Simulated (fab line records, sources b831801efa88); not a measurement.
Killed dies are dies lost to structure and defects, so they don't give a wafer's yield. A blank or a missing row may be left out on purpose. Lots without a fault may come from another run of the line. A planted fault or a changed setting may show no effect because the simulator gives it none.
A struck lot beside a sound one | flow sky130 | 18 steps out of a route of 708
Sound: wafers L428.2, L428.3, L428.5. Struck: wafers L430.2, L430.5, L430.6. The cause comes at the end.
At each step with rows: each side's tool, then ch and its chambers, then its first start. Under that, the readings that differ: sound wafers | struck wafers | difference of the means | sigmas: that difference in standard deviations of wafers without a fault.
alike: readings whose means differ by less than 2 such deviations, and words and numbers that are the same on both sides. not compared: withheld readings, readings that some wafer has no value for, bounds like >300 that may hide the same value, and numbers for which the record gives no deviation and whose values overlap.
The two part at a step that has a row with sigmas, a row that says differs or no value, or rows on one side only. Numbers that don't overlap but have no deviation are shown without sigmas and don't part them. A reading that every wafer of one side lacks parts them only if that side has two wafers or more.

first, 3 steps without rows for these wafers: SKY_LI_CONTACT_EXPOSE_09 (exposes mask LICM1, target cd 170 nm); SKY_LI_CONTACT_PEB_10; SKY_LI_CONTACT_DEVELOP_11 (develop time 60 s).
SKY_LI_CONTACT_CD_MEAS_12: target cd 170 nm.
  sound on cd_sem-01, day 33 05:26; struck on cd_sem-02, day 33 23:47
  alike: cd_nm
SKY_LI_CONTACT_OVL_MEAS_13:
  sound on overlay-02, day 33 05:33; struck on overlay-01, day 33 23:53
  alike: LI_CONTACT_OVL
SKY_LI_CONTACT_ETCH_14: etches BARC in N2/H2, stops on SiO2, time 45.9 s, target depth 60 nm.
  sound on rie_diel-04 ch 2,3, day 33 05:35; struck on rie_diel-03 ch 0,1, day 33 23:55
  reading                     | sound          | struck         | difference | sigmas
  drypump_motor_current_A (A) | 5.44 5.80 5.78 | 4.83 4.85 5.38 | -0.65      | -2
  alike: oes_product_au, throttle_valve_pct
  not compared: rf_hours_counter_h
SKY_LI_CONTACT_ETCH_15: etches PSG in C4F8/O2/Ar, stops on Si, target depth 600 nm.
  sound on rie_diel-04 ch 2,3, day 33 05:37; struck on rie_diel-03 ch 0,1, day 33 23:57
  alike: oes_product_au
SKY_LI_CONTACT_STRIP_16: strips in O2/N2.
  sound on plasma_asher-02 ch 0,1, day 33 05:43; struck on plasma_asher-02 ch 0,1, day 34 00:02
  alike: drypump_motor_current_A, oes_product_au, strip_time_to_endpoint_s
  not compared: rf_hours_counter_h
then, 3 steps without rows for these wafers: SKY_LI_CONTACT_CLEAN_17 (cleans in NMP, time 600 s); SKY_LI_CONTACT_PRE_CLEAN_18 (time 5.6 s); SKY_LI_CONTACT_SPUTTER_19 (material Ti, target thk 20 nm, time 106.37 s).
SKY_LI_CONTACT_SPUTTER_20: material TiN, target thk 20 nm, time 80 s.
  sound on pvd_sputter-04, day 33 06:05; struck on pvd_sputter-04, day 34 00:25
  alike: throttle_valve_pct
SKY_LI_CONTACT_CVD_21: deposits W, target thk 400 nm, time 120.56 s.
  sound on cvd_w-01 ch 0,1, day 33 06:10; struck on cvd_w-01 ch 0,1, day 34 00:28
  reading                                  | sound                | struck               | difference | sigmas
  susceptor_temp_C (C)                     | 400.36 400.27 400.04 | 386.66 386.80 386.77 | -13.48     | -67
  model.W_of_LI_CONTACT_CVD_21.thk_nm (nm) | 412.2 409.1 408.5    | 312.4 316.4 319.5    | -93.8      |
  alike: heater_power_w
SKY_LI_CONTACT_RS_MEAS_22: measures by four-point-probe.
  sound on film_metro-04, day 33 06:18; struck on film_metro-01, day 34 00:37
  reading                  | sound             | struck            | difference | sigmas
  LI_CONTACT_W_RS (ohm/sq) | 0.275 0.277 0.279 | 0.365 0.360 0.356 | +0.083     | +17
SKY_LI_CONTACT_THK_MEAS_23: measures by xrf.
  sound on film_metro-04, day 33 06:25; struck on film_metro-01, day 34 00:44
  reading               | sound       | struck      | difference | sigmas
  LI_CONTACT_W_THK (nm) | 438 430 432 | 331 334 335 | -100       | -10
SKY_LI_CONTACT_CMP_24: polishes, stops on PSG, t overpolish 20 s, target thk 0 nm.
  sound on cmp-02 ch 0,2,3, day 33 06:28; struck on cmp-01 ch 0,1, day 34 00:50
  reading                | sound      | struck   | difference | sigmas
  time_to_endpoint_s (s) | 106 93 103 | 77 80 81 | -21        | -4
  alike: motor_current_A
SKY_LOCAL_INTERCONNECT_SPUTTER_00: material TiN, target thk 100 nm, time 83.3 s.
  sound on pvd_sputter-01, day 33 06:46; struck on pvd_sputter-03, day 34 01:05
  alike: throttle_valve_pct
then, 1 step without rows for these wafers: SKY_PAD_OPEN_PROBE_99.

WHERE THEY PART
First at SKY_LI_CONTACT_ETCH_14; last, within this record, at SKY_LI_CONTACT_CMP_24. Later steps at which nothing parts them and some readings are alike: SKY_LOCAL_INTERCONNECT_SPUTTER_00.

WHY: what the simulator had put in
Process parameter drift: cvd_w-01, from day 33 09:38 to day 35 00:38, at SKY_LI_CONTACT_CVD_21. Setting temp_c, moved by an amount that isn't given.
